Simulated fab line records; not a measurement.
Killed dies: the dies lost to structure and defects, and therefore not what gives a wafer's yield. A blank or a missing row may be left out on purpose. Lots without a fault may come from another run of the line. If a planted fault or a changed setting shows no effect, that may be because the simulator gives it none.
fab line records ; flow sky130 ; part 2 of 2: steps 24 to 33 of 33
record lots=5; wafers=15; last_day=50
route steps=708 shown METAL4@630 VIA4@639 METAL5@661
lots untouched by any fault: they come from a run of this same line in which no faults occurred
start_h: start of the lot's first displayed wafer, in hours after the record's first day ; wait_h: how many hours have passed since the lot's step before this one ; " identical to the entry in the row above ; L1.1+2: one row covering several wafers at once ; - either no value or no given start ; * or withheld: withheld ; < > ~ a bound
route shown NAME@n: a module of which the file shows steps, and the number in the route of the first ; usual: mean and standard deviation over wafers with no fault ; same: alike in all rows ; chamber/n: place in a boat ; sites: per-site readings ; _std_site: standard deviation of those values ; _edge_site: mean of outer sites minus mean of inner sites ; radius_mm: how far each site lies from the wafer's centre ; mask NAME#n: copy n ; behind: the last tool/chamber to shape the wafer ; hold: why the lot went on hold/how many hours it stayed there/how the hold came to an end ; device: transistor that didn't switch, given as n, p or np ; end of line: at the end of the route, the tests of the same wafers ; a step with no rows: only its recipe ; killed: at the first sort, the dies lost to defects and structure; wafer yield is something else ; map: per-die view of a wafer (x killed, . not killed, _ where there is no die)
set.NAME: the setting the step ran with; set.NAME@STEP: the setting that earlier step ran with ; model.NAME: the simulator's own value behind a step, which no gauge read
certain route steps with their lots: each step a table, each wafer a row
services: from which hour (start_h, from the record's first day; less than 0 if before it) a tool's chamber was out of use, for how many hours, and why
## steps
# step SKY_VIA4_STRIP_14
# recipe chemistry=post_etch_residue_remover; time_s=1200; temp_c=72.5
lot.wafer;tool;chamber;start_h;wait_h
L083.2+3+6;wet_bench-03;1;1101.77;0.1
L081.2+5+6;wet_bench-01;3;1102.51;0.1
L082.2+3+6;wet_bench-01;0;1103.87;0.1
L093.1+3+4;wet_bench-04;1;1116.72;0.1
L097.1+2+5;wet_bench-01;2;1140.55;0.1
# step SKY_VIA4_CLEAN_15
# recipe chemistry=IPA; time_s=180; temp_c=25
lot.wafer;tool;chamber;start_h;wait_h
L083.2+3+6;wet_bench-01;3;1102.11;0.0
L081.2+5+6;wet_bench-04;3;1102.88;0.0
L082.2+3+6;wet_bench-04;3;1104.27;0.0
L093.1+3+4;wet_bench-04;1;1117.06;0.0
L097.1+2+5;wet_bench-03;2;1140.93;0.0
# step SKY_VIA4_CLEAN_16
# recipe chemistry=O3/DIW; dry=n2_spin
lot.wafer;tool;chamber;start_h;wait_h
L083.2+3+6;wet_bench-03;1;1102.18;0.0
L081.2+5+6;wet_bench-04;2;1102.94;0.0
L082.2+3+6;wet_bench-03;0;1104.33;0.0
L093.1+3+4;wet_bench-01;1;1117.12;0.0
L097.1+2+5;wet_bench-01;1;1140.98;0.0
# step SKY_VIA4_SPUTTER_17
# recipe material=TiN; target_thk_nm=20; chamber_pressure_pa=5; power_w=4000; time_s=80
# usual throttle_valve_pct=29.9/1.1
lot.wafer;tool;chamber;start_h;wait_h;throttle_valve_pct
L083.2;pvd_sputter-01;-;1102.27;0.0;28.6
L083.3;pvd_sputter-01;-;1102.27;0.0;28.7
L083.6;pvd_sputter-01;-;1102.27;0.0;28.5
L081.2;pvd_sputter-01;-;1103.03;0.0;29.0
L081.5;pvd_sputter-01;-;1103.03;0.0;28.4
L081.6;pvd_sputter-01;-;1103.03;0.0;28.6
L082.2;pvd_sputter-01;-;1104.42;0.0;28.8
L082.3;pvd_sputter-01;-;1104.42;0.0;30.4
L082.6;pvd_sputter-01;-;1104.42;0.0;28.6
L093.1;pvd_sputter-02;-;1117.22;0.0;30.7
L093.3;pvd_sputter-02;-;1117.22;0.0;28.9
L093.4;pvd_sputter-02;-;1117.22;0.0;29.8
L097.1;pvd_sputter-03;-;1141.08;0.0;31.6
L097.2;pvd_sputter-03;-;1141.08;0.0;30.0
L097.5;pvd_sputter-03;-;1141.08;0.0;29.8
# step SKY_VIA4_CVD_18
# recipe material=W; target_thk_nm=505; time_s=152.14; temp_c=400; pressure_torr=40
# usual heater_power_w=781/61
lot.wafer;tool;chamber;start_h;wait_h;heater_power_w
L083.2;cvd_w-02;1;1102.33;0.0;880
L083.3;cvd_w-02;1;1102.33;0.0;858
L083.6;cvd_w-02;0;1102.33;0.0;728
L081.2;cvd_w-02;0;1103.09;0.0;745
L081.5;cvd_w-02;0;1103.09;0.0;749
L081.6;cvd_w-02;1;1103.09;0.0;857
L082.2;cvd_w-01;1;1104.48;0.0;760
L082.3;cvd_w-01;1;1104.48;0.0;764
L082.6;cvd_w-01;1;1104.48;0.0;777
L093.1;cvd_w-02;1;1117.28;0.0;860
L093.3;cvd_w-02;1;1117.28;0.0;854
L093.4;cvd_w-02;0;1117.28;0.0;773
L097.1;cvd_w-02;0;1141.15;0.0;751
L097.2;cvd_w-02;1;1141.15;0.0;863
L097.5;cvd_w-02;0;1141.15;0.0;772
# step SKY_VIA4_RS_MEAS_19
# recipe thk_meas_gauge=four-point-probe; reads=W_of_VIA4_CVD_18+TiN_of_VIA4_SPUTTER_17
# usual VIA4_W_RS=0.226/0.0035
lot.wafer;tool;chamber;start_h;wait_h;VIA4_W_RS[ohm/sq]
L083.2;film_metro-03;-;1102.51;0.1;0.229
L083.3;film_metro-03;-;1102.51;0.1;0.227
L083.6;film_metro-03;-;1102.51;0.1;0.222
L081.2;film_metro-01;-;1103.41;0.3;0.225
L081.5;film_metro-01;-;1103.41;0.3;0.225
L081.6;film_metro-01;-;1103.41;0.3;0.229
L082.2;film_metro-01;-;1104.65;0.1;0.232
L082.3;film_metro-01;-;1104.65;0.1;0.231
L082.6;film_metro-01;-;1104.65;0.1;0.229
L093.1;film_metro-01;-;1117.43;0.1;0.230
L093.3;film_metro-01;-;1117.43;0.1;0.227
L093.4;film_metro-01;-;1117.43;0.1;0.222
L097.1;film_metro-03;-;1141.30;0.1;0.228
L097.2;film_metro-03;-;1141.30;0.1;0.230
L097.5;film_metro-03;-;1141.30;0.1;0.224
# step SKY_VIA4_THK_MEAS_20
# recipe thk_meas_gauge=xrf; reads=W_of_VIA4_CVD_18
# usual VIA4_W_THK=499/9.6
lot.wafer;tool;chamber;start_h;wait_h;VIA4_W_THK[nm]
L083.2;film_metro-03;-;1102.62;0.1;499
L083.3;film_metro-03;-;1102.62;0.1;504
L083.6;film_metro-03;-;1102.62;0.1;515
L081.2;film_metro-01;-;1103.52;0.1;496
L081.5;film_metro-01;-;1103.52;0.1;495
L081.6;film_metro-01;-;1103.52;0.1;485
L082.2;film_metro-01;-;1104.76;0.1;485
L082.3;film_metro-01;-;1104.76;0.1;481
L082.6;film_metro-01;-;1104.76;0.1;491
L093.1;film_metro-01;-;1117.55;0.1;486
L093.3;film_metro-01;-;1117.55;0.1;492
L093.4;film_metro-01;-;1117.55;0.1;502
L097.1;film_metro-03;-;1141.42;0.1;500
L097.2;film_metro-03;-;1141.42;0.1;498
L097.5;film_metro-03;-;1141.42;0.1;508
# step SKY_VIA4_CMP_21
# recipe stop_on=SiO2; t_overpolish_s=25; down_force_psi=3.5; platen_rpm=60; target_thk_nm=0; pad_velocity_m_s=0.94248
# usual motor_current_A=11.0/1.1; overpolish_run_s=25.000/0.0091; retaining_ring_pressure_frac=1.000/0.0051; slurry_filter_dp_kPa=13.51/0.14; time_to_endpoint_s=124/6
lot.wafer;tool;chamber;start_h;wait_h;motor_current_A;overpolish_run_s;retaining_ring_pressure_frac;slurry_filter_dp_kPa;time_to_endpoint_s
L083.3;cmp-02;0;1102.89;0.3;9.7;25.006;1.004;13.79;131
L083.2;cmp-02;1;1102.89;0.3;10.4;24.997;1.006;13.50;114
L083.6;cmp-02;2;1102.89;0.3;10.9;25.003;0.991;13.49;118
L081.2;cmp-01;2;1103.67;0.1;13.3;24.991;1.000;13.39;126
L081.5;cmp-01;0;1103.67;0.1;11.8;25.018;1.012;13.51;125
L081.6;cmp-01;1;1103.67;0.1;9.8;25.007;0.997;13.51;126
L082.3;cmp-01;2;1104.81;0.0;13.1;24.993;1.001;13.61;121
L082.2;cmp-01;3;1104.81;0.0;10.1;24.993;1.009;13.25;123
L082.6;cmp-01;3;1104.81;0.0;10.9;24.987;1.013;13.63;124
L093.1;cmp-02;1;1117.66;0.1;9.9;24.997;0.999;13.61;117
L093.4;cmp-02;2;1117.66;0.1;10.8;24.996;0.998;13.64;124
L093.3;cmp-02;3;1117.66;0.1;11.6;24.996;1.002;13.55;134
L097.1;cmp-01;2;1141.53;0.1;12.8;25.007;1.005;13.53;123
L097.2;cmp-01;0;1141.53;0.1;12.6;24.998;1.001;13.58;120
L097.5;cmp-01;3;1141.53;0.1;11.1;25.003;1.000;13.54;124
# step SKY_METAL5_SPUTTER_00
# recipe material=Ti; target_thk_nm=15; power_w=3000; time_s=10; chamber_pressure_pa=0.4
# usual throttle_valve_pct=30.1/1.1
lot.wafer;tool;chamber;start_h;wait_h;throttle_valve_pct
L083.2;pvd_sputter-03;-;1103.09;0.1;31.5
L083.3;pvd_sputter-03;-;1103.09;0.1;32.1
L083.6;pvd_sputter-03;-;1103.09;0.1;30.0
L081.2;pvd_sputter-03;-;1103.87;0.1;31.5
L081.5;pvd_sputter-03;-;1103.87;0.1;31.2
L081.6;pvd_sputter-03;-;1103.87;0.1;29.7
L082.2;pvd_sputter-04;-;1105.11;0.2;30.0
L082.3;pvd_sputter-04;-;1105.11;0.2;28.7
L082.6;pvd_sputter-04;-;1105.11;0.2;30.5
L093.1;pvd_sputter-04;-;1117.91;0.2;29.0
L093.3;pvd_sputter-04;-;1117.91;0.2;30.5
L093.4;pvd_sputter-04;-;1117.91;0.2;30.7
L097.1;pvd_sputter-04;-;1141.83;0.2;30.3
L097.2;pvd_sputter-04;-;1141.83;0.2;29.6
L097.5;pvd_sputter-04;-;1141.83;0.2;30.0
# step SKY_METAL5_SPUTTER_01
# recipe material=TiN; target_thk_nm=20; power_w=6500; time_s=16.7; chamber_pressure_pa=0.4
# usual throttle_valve_pct=30.2/1.1
lot.wafer;tool;chamber;start_h;wait_h;throttle_valve_pct
L083.2;pvd_sputter-03;-;1103.11;0.0;31.7
L083.3;pvd_sputter-03;-;1103.11;0.0;31.8
L083.6;pvd_sputter-03;-;1103.11;0.0;29.8
L081.2;pvd_sputter-03;-;1103.90;0.0;31.3
L081.5;pvd_sputter-03;-;1103.90;0.0;31.3
L081.6;pvd_sputter-03;-;1103.90;0.0;29.9
L082.2;pvd_sputter-04;-;1105.14;0.0;29.8
L082.3;pvd_sputter-04;-;1105.14;0.0;28.8
L082.6;pvd_sputter-04;-;1105.14;0.0;30.5
L093.1;pvd_sputter-04;-;1117.94;0.0;28.8
L093.3;pvd_sputter-04;-;1117.94;0.0;30.7
L093.4;pvd_sputter-04;-;1117.94;0.0;30.6
L097.1;pvd_sputter-04;-;1141.86;0.0;30.6
L097.2;pvd_sputter-04;-;1141.86;0.0;30.0
L097.5;pvd_sputter-04;-;1141.86;0.0;30.1
## services
tool;chamber;start_h;hours;kind
cvd_w-02;0;1059.97;10.6;repair
pvd_sputter-02;-;1061.65;1.5;repair
cmp-01;-;1062.40;1.6;repair
cmp-01;-;1063.49;0.7;repair
cmp-02;-;1070.42;0.4;repair
cmp-02;-;1084.04;4.0;pm
cvd_w-01;0;1089.97;2.4;repair
cmp-01;-;1093.63;1.4;repair
plasma_asher-04;-;1095.29;0.8;repair
hdpcvd-02;0;1095.34;4.6;repair
rie_diel-04;1;1098.69;2.5;repair
pvd_sputter-04;2;1104.85;-;consumable_replace:kit
pvd_sputter-04;2;1104.85;18.0;scheduled_down
pvd_sputter-04;2;1104.85;18.0;vent_cycle
plasma_asher-01;-;1104.97;3.2;repair
rie_diel-04;1;1105.97;5.7;repair
plasma_asher-04;-;1108.68;9.5;repair
pvd_sputter-01;-;1116.66;6.5;repair
wet_bench-04;-;1121.26;2.0;repair
cvd_w-02;0;1122.67;1.3;repair
iline_stepper-02;-;1125.82;3.4;repair
plasma_asher-01;-;1128.05;3.1;repair
cmp-01;-;1133.82;1.1;repair
rie_diel-03;2;1139.28;2.4;repair
